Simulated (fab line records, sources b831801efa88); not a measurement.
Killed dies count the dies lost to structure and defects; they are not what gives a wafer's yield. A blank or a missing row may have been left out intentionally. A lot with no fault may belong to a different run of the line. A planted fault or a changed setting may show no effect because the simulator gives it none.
Chamber matching -- flow sky130 -- 4 sister chambers for SKY_LI_CONTACT_CMP_24 on cmp-01
The step polishes, stops on PSG, t overpolish 20 s, target thk 0 nm. 4 wafers are shown with their chamber, then 8 later ones without.

EACH WAFER AND ITS CHAMBER
wafer,chamber,motor-current-A (A)
L729.1,3,10.9
L731.2,0,11.1
L731.6,1,11.3
L738.1,2,8.9

WAFERS WITH NO CHAMBER GIVEN
wafer,motor-current-A (A)
L738.4,10.1
L738.6,11.1
L739.1,9.2
L739.4,10.8
L739.6,11.2
L743.2,11.1
L743.3,11.2
L743.5,11.1

EACH ONE'S CHAMBER
wafer,from the rows above,in truth
L738.4,can't be placed: 3 or 0 or 2 or 1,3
L738.6,can't be placed: 0 or 3 or 1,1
L739.1,2,2
L739.4,can't be placed: 3 or 0 or 1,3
L739.6,can't be placed: 0 or 1 or 3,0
L743.2,can't be placed: 0 or 3 or 1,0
L743.3,can't be placed: 0 or 1 or 3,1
L743.5,can't be placed: 0 or 3 or 1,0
Correct placement for 1 of the 8. Can't be placed from these rows: 7 (the true chamber is among the candidates in 7). Placed wrongly: 0.
How it was worked out, from the rows above alone: a wafer's distance from a chamber is the root of the sum, over the readings, of the square of ((its reading less the chamber's mean) divided by the reading's scatter). If the next closest chamber is less than 2 further off than the closest, the wafer can't be placed; otherwise it belongs to the closest. For every chamber, the mean is computed from those of its wafers that are shown. The scatter: with one shown wafer a chamber, the root of the mean of the squares of how far each hidden wafer lies from its nearest shown one.
